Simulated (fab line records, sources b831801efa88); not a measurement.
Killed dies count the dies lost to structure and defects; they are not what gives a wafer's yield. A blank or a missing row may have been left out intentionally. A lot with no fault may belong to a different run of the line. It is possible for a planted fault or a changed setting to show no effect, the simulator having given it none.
Matching of chambers / flow gf180mcu / GF_CONTACT_CMP_27 on cmp-02 has 4 sister chambers
The step polishes, stops on SiO2, t overpolish 15 s, target thk 0 nm. 4 wafers are shown with their chamber, then 8 later ones without.

WAFERS, EACH WITH ITS CHAMBER
wafer=L859.5; chamber=0; motor current A (A)=8.9
wafer=L861.2; chamber=1; motor current A (A)=13.9
wafer=L861.6; chamber=3; motor current A (A)=12.5
wafer=L862.1; chamber=2; motor current A (A)=9.8

WAFERS WITHOUT THEIR CHAMBER
wafer=L862.3; motor current A (A)=9.3
wafer=L862.5; motor current A (A)=8.6
wafer=L863.2; motor current A (A)=9.7
wafer=L863.4; motor current A (A)=11.6
wafer=L863.5; motor current A (A)=9.7
wafer=L864.1; motor current A (A)=12.8
wafer=L864.3; motor current A (A)=9.5
wafer=L864.5; motor current A (A)=11.5

WHICH CHAMBER EACH ONE RAN IN
wafer=L862.3; from the rows above=can't be placed: 0 or 2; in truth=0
wafer=L862.5; from the rows above=can't be placed: 0 or 2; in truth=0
wafer=L863.2; from the rows above=can't be placed: 2 or 0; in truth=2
wafer=L863.4; from the rows above=can't be placed: 3 or 2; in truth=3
wafer=L863.5; from the rows above=can't be placed: 2 or 0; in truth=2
wafer=L864.1; from the rows above=can't be placed: 3 or 1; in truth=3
wafer=L864.3; from the rows above=can't be placed: 2 or 0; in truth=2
wafer=L864.5; from the rows above=can't be placed: 3 or 2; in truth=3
Correctly placed: 0 of 8. Cannot be placed on the basis of these rows: 8; the candidates contain the true chamber in 8. Placed wrongly: 0.
How it was worked out, from the rows above alone: a wafer's distance from a chamber is the root of the sum, over the readings, of the square of ((its reading less the chamber's mean) divided by the reading's scatter). If the next closest chamber is less than 2 further off than the closest, the wafer can't be placed; otherwise it belongs to the closest. The mean given for a chamber averages the wafers shown for that chamber. The scatter: root of mean squared gap, hidden wafer to nearest shown wafer, with one shown wafer a chamber.
